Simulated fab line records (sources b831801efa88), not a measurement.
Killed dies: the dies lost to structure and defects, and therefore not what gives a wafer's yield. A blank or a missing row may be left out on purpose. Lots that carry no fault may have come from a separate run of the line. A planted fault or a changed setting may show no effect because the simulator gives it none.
Which tool did it? | flow gf180mcu | 7 lots with 21 wafers sampled at 2 steps, on a route of 602 steps

## WHAT THE GAUGES READ, wafer by wafer
GF_NSD_TW_MEAS_12.
lot  | measured     | on           | NSD_TW
L550 | day 13 17:22 | filmMetro-02 | 4311 4311 4308
L552 | day 14 09:58 | filmMetro-02 | 4313 4325 4304
L557 | day 16 03:43 | filmMetro-01 | 4289 4281 4278
L562 | day 17 19:51 | filmMetro-02 | 2009 1971 1968
L566 | day 19 10:19 | filmMetro-01 | 4257 4244 4248
L570 | day 20 15:13 | filmMetro-02 | 4308 4280 4281
L572 | day 21 05:35 | filmMetro-01 | 4246 4262 4239

## WHAT TOOL EACH LOT RAN ON (gives the tool, then ch and the chambers of the sampled wafers, and finally the start)
lot  | GF_NSD_DEVELOP_06
L550 | lithoTrack-04 ch 0, day 13 16:41
L552 | lithoTrack-04 ch 0, day 14 09:15
L557 | lithoTrack-04 ch 0, day 16 03:00
L562 | lithoTrack-02 ch 0, day 17 19:09
L566 | lithoTrack-04 ch 0, day 19 09:38
L570 | lithoTrack-01 ch 0, day 20 14:31
L572 | lithoTrack-01 ch 0, day 21 04:55
- GF_NSD_DEVELOP_06: develop time 60 s.

## THE ANSWER, worked out from the rows above alone
Rule: the usual values come from the lots themselves. Put in order of their means at a reading, lots are off if they are a third of the lots or fewer, leave a main group of 4 or more, and stand apart from it by a gap of 3 or more times the standard deviation of the main group's means; of several such gaps the widest counts. Not used: any main group whose means are identical at the precision the tables above print for the reading. A lot without any number at a reading at which 4 lots or more have one is off too. Any other lot the step has rows for is counted as sound.
Off: L562, seen at GF_NSD_TW_MEAS_12 (NSD_TW). The main group: mean 4282, standard deviation 26.
If a tool, at a process step before that reading, ran all the lots that are off and no sound lot after the first of them, it fits. The gauges at GF_NSD_TW_MEAS_12 are tried like those tools. One fits: lithoTrack-02 at GF_NSD_DEVELOP_06. It ran no sound lot before its first lot that is off in this sample, so the start can't be narrowed down.

## WHAT THE SIMULATOR PUT IN
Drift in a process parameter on lithoTrack-02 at GF_NSD_DEVELOP_06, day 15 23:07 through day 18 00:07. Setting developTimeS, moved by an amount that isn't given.
Lots struck among those shown: L562. The rule above found the same.
